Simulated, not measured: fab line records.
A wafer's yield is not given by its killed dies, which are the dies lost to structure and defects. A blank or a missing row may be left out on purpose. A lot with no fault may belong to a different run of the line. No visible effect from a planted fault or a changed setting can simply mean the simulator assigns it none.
What tool caused it? / flow gf180mcu / 6 lots, 17 wafers sampled, at 1 step of a route of 602

## WHAT EACH GAUGE READ, for each wafer
GF_V2_THK_MEAS_03.
lot=L605; measured=day 19 19:52; on=film-metro-03; V2_CVD_02_THK (nm)=858 850 854
lot=L607; measured=day 20 16:27; on=film-metro-02; V2_CVD_02_THK (nm)=858 856 849
lot=L610; measured=day 21 10:25; on=film-metro-03; V2_CVD_02_THK (nm)=851 860 874
lot=L613; measured=day 22 13:15; on=film-metro-03; V2_CVD_02_THK (nm)=870 864 872
lot=L616; measured=day 23 17:05; on=film-metro-04; V2_CVD_02_THK (nm)=843 854 855
lot=L621; measured=day 26 05:56; on=film-metro-03; V2_CVD_02_THK (nm)=855 861

## WHAT TOOL EACH LOT RAN ON (gives the tool, then ch and the chambers of the sampled wafers, and finally the start)
Record: no process step prior to these readings.

## THE ANSWER, worked out from the rows above alone
Rule: the lots themselves supply what counts as usual. Put in order of their means at a reading, lots are off if they are a third of the lots or fewer, leave a main group of 4 or more, and stand apart from it by a gap of 3 or more times the standard deviation of the main group's means; of several such gaps the widest counts. A main group is skipped when, at the precision printed for the reading in the tables above, its means are all equal. A lot without any number at a reading at which 4 lots or more have one is off too. Any other lot the step has rows for is counted as sound.
Across all readings shown, no lot is off: no conclusion can be drawn from this.

## WHAT THE SIMULATOR HAD PUT IN
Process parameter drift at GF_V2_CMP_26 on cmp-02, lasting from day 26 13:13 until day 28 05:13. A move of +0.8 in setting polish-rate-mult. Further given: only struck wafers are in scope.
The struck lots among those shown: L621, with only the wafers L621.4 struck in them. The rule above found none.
